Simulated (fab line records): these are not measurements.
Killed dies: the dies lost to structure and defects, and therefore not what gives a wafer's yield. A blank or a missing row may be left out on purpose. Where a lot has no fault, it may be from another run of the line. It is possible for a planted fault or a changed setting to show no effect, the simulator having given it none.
Problem report, 8D (eight disciplines) form, completed by code || flow sky130 || the parts of the form that need people (team, actions taken, sign-off) are left out

## 1. PROBLEM STATEMENT
Wafers without a fault read 0.3, standard deviation 0.54; killed-at-other at SKY_PAD_OPEN_PROBE_99 reads a mean of 37.2 on 4 wafers belonging to 3 lots. That puts it +68 standard deviations away from the usual mean.
First seen on wafer L457.6, day 50 11:46, on prober-02. Wafers with a number at this step in the record: 36, from 12 lots. Rule for "out", or "out of limits": more than 4 standard deviations from the usual mean. The other wafers with a number count as sound.

## 2. WHAT IT IS, AND WHAT IT ISN'T
{"question": "which readings at this step", "is": "killed-at-other", "is not": "killed_at_M0_to_M3, killed_at_M4_up, killed-at-contacts, killed-at-front-end, killed-short, sort_bin_6_memory"}
{"question": "which lots", "is": "L457, L459, L460", "is not": "L441, L442, L443, L444, L445, L449, L450, L452, L456"}
{"question": "which wafers of those lots", "is": "L457.6, L459.1, L459.5, L460.4", "is not": "L457.4, L457.5, L459.3, L460.3, L460.6"}
{"question": "read on which tools", "is": "prober-01, prober-02", "is not": "-"}
{"question": "when", "is": "from day 50 11:46", "is not": "up to then (29 sound wafers); but 3 sound wafers of L459, L460 came after"}

## 3. WHAT RULES OUT EACH SUSPECT
Counting: a tool at a process step up to the reading stays a suspect if it ran every lot that is out. Sound lots after the first of them don't rule it out here, since some wafers of a struck lot are sound.
- plasma-asher-02 at SKY_CAP2M_STRIP_14 (strips in O2/N2): kept. Ran every lot that is out, first one L457 (day 46 08:30); last sound lot up to then L456 (day 45 16:54).
- At SKY_CAP2M_STRIP_14 on plasma-asher-02, chamber 1 took the sound wafers of the same lots and chamber 0 took the wafers that are out.
Remaining after the count: plasma-asher-02 at SKY_CAP2M_STRIP_14.

## 4. THE CAUSE (what the simulator had put in)
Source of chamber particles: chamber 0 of plasma-asher-02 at SKY_CAP2M_STRIP_14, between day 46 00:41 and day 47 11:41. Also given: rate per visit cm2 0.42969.
After counting, this tool was the only one left.

## 5. SEQUENCE OF EFFECTS, ordered by route
One row per reading whose mean, taken over the struck wafers that have a number, lies over 3 standard deviations from the usual. Only readings for which the record gives a usual standard deviation are gone through. hours: the time from each lot's start at the first step in this table that gives one to its start at this step, as a median over the lots. sigmas: the change in usual standard deviations.
{"hours": 0, "step": "SKY_PAD_OPEN_PROBE_99", "reading": "killed-at-other", "usual": 0.3, "on struck wafers": 37.2, "change": "+37.0", "sigmas": "+68"}
{"hours": 0, "step": "SKY_PAD_OPEN_PROBE_99", "reading": "sort_bin_3_pad_short", "usual": "0.9 %", "on struck wafers": 2.1, "change": "+1.2", "sigmas": "+3.1"}
It contains these process steps:
- SKY_PAD_OPEN_PROBE_99

## 6. WHAT WOULD HAVE CAUGHT IT SOONER
In this record the first reading out of limits was taken at day 50 11:46, 107 hours after the fault began at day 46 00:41.
An alarm limit of 4 standard deviations would not have fired on the tool readings at SKY_CAP2M_STRIP_14 for which the record gives a usual standard deviation, since none of them was out on any struck wafer.
Lots out: 3; all had begun SKY_CAP2M_STRIP_14 on plasma-asher-02 by day 50 11:46. A hold on the tool at that time would have spared none of them.
